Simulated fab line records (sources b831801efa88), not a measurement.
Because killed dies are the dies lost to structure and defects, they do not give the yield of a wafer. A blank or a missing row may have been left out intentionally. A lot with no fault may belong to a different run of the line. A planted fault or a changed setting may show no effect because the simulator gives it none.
Chamber matching / flow sky130 / 4 sister chambers for SKY_VIA4_CMP_02 on cmp-01
The step polishes SiO2. 20 wafers are shown with their chamber, then 10 later ones without.

WAFERS WITH THEIR CHAMBER
wafer=L505.1; chamber=0; motor current A (A)=10.3; head pressure psi (psi)=4.010; slurry filter dp kPa (kPa)=13.62
wafer=L505.5; chamber=3; motor current A (A)=12.0; head pressure psi (psi)=3.999; slurry filter dp kPa (kPa)=13.36
wafer=L505.6; chamber=2; motor current A (A)=12.8; head pressure psi (psi)=3.995; slurry filter dp kPa (kPa)=13.56
wafer=L507.1; chamber=1; motor current A (A)=12.4; head pressure psi (psi)=4.005; slurry filter dp kPa (kPa)=13.65
wafer=L507.2; chamber=2; motor current A (A)=13.5; head pressure psi (psi)=4.009; slurry filter dp kPa (kPa)=13.65
wafer=L507.4; chamber=0; motor current A (A)=10.9; head pressure psi (psi)=3.999; slurry filter dp kPa (kPa)=13.54
wafer=L508.2; chamber=1; motor current A (A)=12.2; head pressure psi (psi)=3.997; slurry filter dp kPa (kPa)=13.49
wafer=L508.4; chamber=0; motor current A (A)=10.9; head pressure psi (psi)=4.004; slurry filter dp kPa (kPa)=13.49
wafer=L508.5; chamber=3; motor current A (A)=11.9; head pressure psi (psi)=4.012; slurry filter dp kPa (kPa)=13.71
wafer=L511.3; chamber=2; motor current A (A)=12.6; head pressure psi (psi)=3.999; slurry filter dp kPa (kPa)=13.45
wafer=L511.5; chamber=0; motor current A (A)=10.6; head pressure psi (psi)=3.997; slurry filter dp kPa (kPa)=13.46
wafer=L511.6; chamber=3; motor current A (A)=12.1; head pressure psi (psi)=3.994; slurry filter dp kPa (kPa)=13.68
wafer=L513.3; chamber=3; motor current A (A)=11.6; head pressure psi (psi)=3.995; slurry filter dp kPa (kPa)=13.36
wafer=L513.4; chamber=2; motor current A (A)=12.5; head pressure psi (psi)=3.988; slurry filter dp kPa (kPa)=13.35
wafer=L513.5; chamber=2; motor current A (A)=12.1; head pressure psi (psi)=3.994; slurry filter dp kPa (kPa)=13.61
wafer=L514.4; chamber=0; motor current A (A)=10.5; head pressure psi (psi)=4.006; slurry filter dp kPa (kPa)=13.56
wafer=L514.5; chamber=2; motor current A (A)=12.6; head pressure psi (psi)=4.003; slurry filter dp kPa (kPa)=13.20
wafer=L514.6; chamber=1; motor current A (A)=12.0; head pressure psi (psi)=4.003; slurry filter dp kPa (kPa)=13.59
wafer=L517.2; chamber=3; motor current A (A)=11.6; head pressure psi (psi)=3.999; slurry filter dp kPa (kPa)=13.66
wafer=L517.3; chamber=1; motor current A (A)=12.1; head pressure psi (psi)=4.013; slurry filter dp kPa (kPa)=13.70

SIGNATURES (means of the wafers above)
reading=motor current A; chamber 0=10.640; chamber 1=12.175; chamber 2=12.683; chamber 3=11.840; scatter within a chamber=0.32
reading=head pressure psi; chamber 0=4.00320; chamber 1=4.00450; chamber 2=3.99800; chamber 3=3.99980; scatter within a chamber=0.00671
reading=slurry filter dp kPa; chamber 0=13.5340; chamber 1=13.6075; chamber 2=13.4700; chamber 3=13.5540; scatter within a chamber=0.14
Rule: a wafer lies at a distance from a chamber equal to the root of the sum of squares, over the readings, of (its reading less the chamber's mean, divided by the reading's scatter). If the next closest chamber is less than 2 further off than the closest, the wafer can't be placed; otherwise it belongs to the closest. How the scatter is found: for the shown wafers, subtract from each reading the mean of its chamber, square and add these, divide the total by (wafers less chambers), then take the root.

WAFERS MISSING THEIR CHAMBER
wafer=L517.6; motor current A (A)=12.0; head pressure psi (psi)=4.004; slurry filter dp kPa (kPa)=13.47
wafer=L523.2; motor current A (A)=10.3; head pressure psi (psi)=4.006; slurry filter dp kPa (kPa)=13.89
wafer=L523.3; motor current A (A)=12.6; head pressure psi (psi)=3.987; slurry filter dp kPa (kPa)=13.54
wafer=L523.6; motor current A (A)=10.9; head pressure psi (psi)=4.007; slurry filter dp kPa (kPa)=13.51
wafer=L527.2; motor current A (A)=10.5; head pressure psi (psi)=3.998; slurry filter dp kPa (kPa)=13.46
wafer=L527.3; motor current A (A)=11.9; head pressure psi (psi)=3.992; slurry filter dp kPa (kPa)=13.32
wafer=L527.5; motor current A (A)=12.9; head pressure psi (psi)=4.020; slurry filter dp kPa (kPa)=13.46
wafer=L528.2; motor current A (A)=10.9; head pressure psi (psi)=4.004; slurry filter dp kPa (kPa)=13.48
wafer=L528.5; motor current A (A)=11.4; head pressure psi (psi)=4.008; slurry filter dp kPa (kPa)=13.37
wafer=L528.6; motor current A (A)=13.5; head pressure psi (psi)=3.996; slurry filter dp kPa (kPa)=13.69

WHICH CHAMBER EACH WENT THROUGH
wafer=L517.6; from the rows above=can't be placed: 3 or 1 or 2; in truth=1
wafer=L523.2; from the rows above=0; in truth=0
wafer=L523.3; from the rows above=can't be placed: 2 or 1 or 3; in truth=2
wafer=L523.6; from the rows above=0; in truth=0
wafer=L527.2; from the rows above=0; in truth=0
wafer=L527.3; from the rows above=can't be placed: 3 or 2 or 1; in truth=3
wafer=L527.5; from the rows above=can't be placed: 2 or 1 or 3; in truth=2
wafer=L528.2; from the rows above=0; in truth=0
wafer=L528.5; from the rows above=can't be placed: 3 or 0 or 1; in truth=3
wafer=L528.6; from the rows above=can't be placed: 2 or 1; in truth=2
4 of 10 placed correctly. Unplaceable from these rows: 6, with the true chamber sitting among the candidates in 6. Placed wrongly: 0.
